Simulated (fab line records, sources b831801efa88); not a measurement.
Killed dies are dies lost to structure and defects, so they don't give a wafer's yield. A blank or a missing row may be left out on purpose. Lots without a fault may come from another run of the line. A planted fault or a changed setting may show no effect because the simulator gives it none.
A struck lot beside a sound one | flow sky130 | 21 steps out of a route of 708
Sound: wafers L538.1, L538.4, L538.5. Struck: wafers L543.4, L543.5, L543.6. The cause comes at the end.
At each step with rows: each side's tool, then ch and its chambers, then its first start. Under that, the readings that differ: sound wafers | struck wafers | difference of the means | sigmas: that difference in standard deviations of wafers without a fault.
alike: readings whose means differ by less than 2 such deviations, and words and numbers that are the same on both sides. not compared: withheld readings, readings that some wafer has no value for, bounds like >300 that may hide the same value, and numbers for which the record gives no deviation and whose values overlap.
The two part at a step that has a row with sigmas, a row that says differs or no value, or rows on one side only. Numbers that don't overlap but have no deviation are shown without sigmas and don't part them. A reading that every wafer of one side lacks parts them only if that side has two wafers or more.

SKY_POLY_GATE_THK_MEAS_21:
  sound on film_metro-02, day 17 19:28; struck on film_metro-01, day 20 00:02
  alike: POLY_GATE_OXIDATION_THK
SKY_POLY_GATE_CD_MEAS_22:
  sound on cd_sem-01, day 17 19:32; struck on cd_sem-02, day 20 00:09
  alike: cd_nm
then, 7 steps without rows for these wafers: SKY_LDD_N_DEHYDRATE_00 (time 60 s); SKY_LDD_N_HMDS_01 (prime time 60 s); SKY_LDD_N_COAT_02 (resist thk 300 nm); SKY_LDD_N_SOFTBAKE_03 (time 60 s); SKY_LDD_N_EXPOSE_04 (exposes mask NTM, target cd 840 nm); SKY_LDD_N_PEB_05; SKY_LDD_N_DEVELOP_06 (develop time 60 s).
SKY_LDD_N_OVL_MEAS_07:
  sound on overlay-01, day 19 01:10; struck on overlay-02, day 21 06:32
  alike: LDD_N_OVL
then, 2 steps without rows for these wafers: SKY_LDD_N_IMPLANT_08; SKY_LDD_N_IMPLANT_09.
SKY_LDD_N_IMPLANT_10:
  sound on implanter-01 ch 0, day 19 01:31; struck on implanter-03 ch 0, day 21 06:56
  reading            | sound                         | struck                      | difference | sigmas
  dose_ions_cm2      | 7.492e+13 7.502e+13 7.502e+13 | 4.957e+13 4.96e+13 4.94e+13 | -2.546e+13 | -99 or more
  faraday_current_uA | 421 407 428                   | 288 282 279                 | -136       | -16
  alike: end_station_pressure_torr
then, 5 steps without rows for these wafers: SKY_LDD_N_IMPLANT_11; SKY_LDD_N_IMPLANT_12; SKY_LDD_N_IMPLANT_13; SKY_LDD_N_IMPLANT_14; SKY_LDD_N_IMPLANT_15.
SKY_LDD_N_STRIP_16: strips in O2/N2.
  sound on plasma_asher-02 ch 0, day 19 02:25; struck on plasma_asher-04 ch 0,1, day 21 07:47
  reading                      | sound             | struck            | difference | sigmas
  strip_time_to_endpoint_s (s) | 4.340 4.335 4.335 | 4.213 4.233 4.221 | -0.114     | -8
  alike: drypump_motor_current_A, oes_product_au
  not compared: rf_hours_counter_h
SKY_LDD_N_TW_MEAS_17:
  sound on film_metro-01, day 19 02:31; struck on film_metro-01, day 21 07:53
  alike: LDD_N_TW
-- the record jumps here: 27 days lie between the struck wafers' starts before and after (it left off in module LDD_N and takes up again in module PAD_OPEN, whose first step shown is number 708 of the route) --
SKY_PAD_OPEN_PROBE_99:
  sound on prober-02, day 46 13:32; struck on prober-01, day 48 06:21
  reading                     | sound             | struck            | difference | sigmas
  model.etest.tip_n.rs_ohm_sq | 443.4 446.4 444.1 | 472.4 466.5 469.1 | +24.7      |
  alike: killed_at_M0_to_M3, killed_at_M4_up, killed_at_contacts, killed_at_front_end, killed_at_other, killed_dies, killed_open, killed_short

WHERE THEY PART
First at SKY_LDD_N_IMPLANT_10; last, within this record, at SKY_LDD_N_STRIP_16. Later steps at which nothing parts them and some readings are alike: SKY_LDD_N_TW_MEAS_17, SKY_PAD_OPEN_PROBE_99.

WHY: what the simulator had put in
Process parameter drift: implanter-03, from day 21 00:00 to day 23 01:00, at SKY_LDD_N_IMPLANT_10. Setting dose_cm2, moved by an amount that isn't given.
